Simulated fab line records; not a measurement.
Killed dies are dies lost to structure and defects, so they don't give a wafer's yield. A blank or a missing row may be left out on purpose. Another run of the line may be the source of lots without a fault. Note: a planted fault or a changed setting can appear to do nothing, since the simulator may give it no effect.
One fault through the eyes of 2 desks | flow gf180mcu | every desk sees just its own numbers, and what lay behind them comes last

AT THE METROLOGY DESK
What the gauges read for every lot (on any tool): the sampled wafers with a number, averaged. If a lot's mean is further than 4 standard deviations from the usual mean, the lot is out of limits and carries the mark OUT (the distance appears in the brackets).
Columns: A = NWELL_OVL at GF_NWELL_OVL_MEAS_07, usual 0.9 nm; B = VT_IMPLANT_TW at GF_VT_IMPLANT_TW_MEAS_10, usual 565; C = CONTACT_CVD_02_THK at GF_CONTACT_THK_MEAS_03, usual 860 nm
lot  | first seen here | A    | B             | C
L614 | day 3 05:55     | 1.1  | 565           | 876
L615 | day 3 09:46     | 0.1  | 567           | 864
L616 | day 4 00:51     | 1.4  | 562           | 865
L617 | day 4 05:55     | 2.5  | 565           | 866
L621 | day 5 01:43     | -0.5 | 556           | 860
L622 | day 5 05:01     | 2.9  | 569           | 867
L625 | day 5 18:30     | 0.0  | 643 (+22) OUT | 848
L626 | day 6 00:19     | -0.8 | 642 (+22) OUT | 851
L628 | day 6 11:07     | 0.4  | 563           | 860
L630 | day 6 23:04     | 2.4  | 568           | 865
L631 | day 7 05:04     | -0.7 | 562           | 851
L634 | day 7 21:25     | 2.0  | 567           | 868
L637 | day 8 17:21     | 0.3  | 567           | 859
This desk's result: L625, L626 out of limits, first on L625 (VT_IMPLANT_TW at GF_VT_IMPLANT_TW_MEAS_10), day 8 11:29. L614, L615, L616, L617, L621, L622, L628, L630, L631, L634, L637 stayed within limits.

FOR THE TOOL OWNER'S DESK: implanter-03
The tool's own readings at GF_VT_IMPLANT_IMPLANT_08, given as means over the sampled wafers that have a number, one for each lot that went through this tool. If a lot's mean is further than 4 standard deviations from the usual mean, the lot is out of limits and carries the mark OUT (the distance appears in the brackets).
Columns: A = dose_ions_cm2 at GF_VT_IMPLANT_IMPLANT_08, usual 8.288e+12; B = faraday_current_uA at GF_VT_IMPLANT_IMPLANT_08, usual 46.9
lot  | first seen here | A                           | B
L614 | day 5 12:25     | 8.286e+12                   | 47.4
L625 | day 8 11:14     | 1.283e+13 (+99 or more) OUT | 73.4 (+26) OUT
L626 | day 8 15:44     | 1.282e+13 (+99 or more) OUT | 74.2 (+27) OUT
Finding of this desk: L625, L626 out of limits; the first was L625 at day 8 11:14, on dose_ions_cm2 at GF_VT_IMPLANT_IMPLANT_08. L614 stayed within limits.

TAKEN TOGETHER
An alarm could have come from the tool owner's desk at day 8 11:14, on L625, L626.
On L625, L626, the metrology desk was in a position to raise an alarm at day 8 11:29.
GF_VT_IMPLANT_IMPLANT_08 was run on implanter-03 by each of the lots named.

WHAT WAS PUT IN BY THE SIMULATOR
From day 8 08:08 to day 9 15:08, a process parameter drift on implanter-03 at GF_VT_IMPLANT_IMPLANT_08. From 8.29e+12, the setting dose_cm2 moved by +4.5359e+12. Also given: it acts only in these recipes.
Lots struck among those shown: L625, L626.
Fault start to first reading out of limits, in hours, per desk: tool owner, 3; metrology, 3.
